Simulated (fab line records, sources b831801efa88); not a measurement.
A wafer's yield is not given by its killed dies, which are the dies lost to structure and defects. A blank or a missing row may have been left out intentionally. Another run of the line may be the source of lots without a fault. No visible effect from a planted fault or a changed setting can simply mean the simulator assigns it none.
Which tool was responsible?    flow sky130    18 wafers from 6 lots sampled at 3 of the route's 708 steps

## WHAT EACH GAUGE READ, for each wafer
SKY_RES_XHIGH_TW_MEAS_09.
lot   measured      on            RES_XHIGH_TW
L372  day 27 15:52  filmMetro-02  1609 1628 1621
L375  day 28 06:01  filmMetro-04  1646 1640 1648
L379  day 29 23:26  filmMetro-02  1612 1624 1614
L384  day 31 06:53  filmMetro-04  1626 1638 1628
L387  day 32 04:46  filmMetro-02  30 30 30
L389  day 32 15:38  filmMetro-04  1647 1629 1633

## WHICH TOOL RAN EACH LOT (tool, then ch and the chambers of the sampled wafers, then the start)
lot   SKY_SD_P_STRIP_10                    SKY_RES_XHIGH_STRIP_08
L372  plasmaAsher-02 ch 0,1, day 26 10:14  plasmaAsher-01 ch 0,1, day 27 15:46
L375  plasmaAsher-04 ch 0,1, day 27 00:43  plasmaAsher-03 ch 0,1, day 28 05:55
L379  plasmaAsher-04 ch 0,1, day 28 18:53  plasmaAsher-04 ch 0,1, day 29 23:20
L384  plasmaAsher-03 ch 0,1, day 30 04:25  plasmaAsher-01 ch 0,1, day 31 06:47
L387  plasmaAsher-03 ch 0,1, day 31 00:49  plasmaAsher-01 ch 0,1, day 32 04:40
L389  plasmaAsher-04 ch 0,1, day 31 11:08  plasmaAsher-03 ch 0,1, day 32 15:32
- SKY_SD_P_STRIP_10: strips in O2/N2.
- SKY_RES_XHIGH_STRIP_08: strips in O2/N2.

## THE ANSWER, worked out from the rows above alone
Rule: what is usual is taken from the lots themselves. The widest of any qualifying gaps counts: lots, ordered by their means at a reading, are off when they make up no more than a third of the lots, leave a main group of 4 or more, and stand apart from it by 3 or more times the standard deviation of that group's means. A main group whose means are all the same, to the digits that the tables above print for the reading, isn't used. Also off: a lot with no number at a reading for which 4 or more lots have one. Where the step has rows for the other lots, those lots are counted as sound.
Off: at SKY_RES_XHIGH_TW_MEAS_09 (RES_XHIGH_TW), L387. The main group: mean 1630, standard deviation 10.
If a tool, at a process step before that reading, ran all the lots that are off and no sound lot after the first of them, it fits. Gauges at SKY_RES_XHIGH_TW_MEAS_09: tried the same way as those tools. Can't be told from this: 3 tools fit, plasmaAsher-03 at SKY_SD_P_STRIP_10, plasmaAsher-01 at SKY_RES_XHIGH_STRIP_08, filmMetro-02 at SKY_RES_XHIGH_TW_MEAS_09.

## WHAT THE SIMULATOR HAD INSERTED
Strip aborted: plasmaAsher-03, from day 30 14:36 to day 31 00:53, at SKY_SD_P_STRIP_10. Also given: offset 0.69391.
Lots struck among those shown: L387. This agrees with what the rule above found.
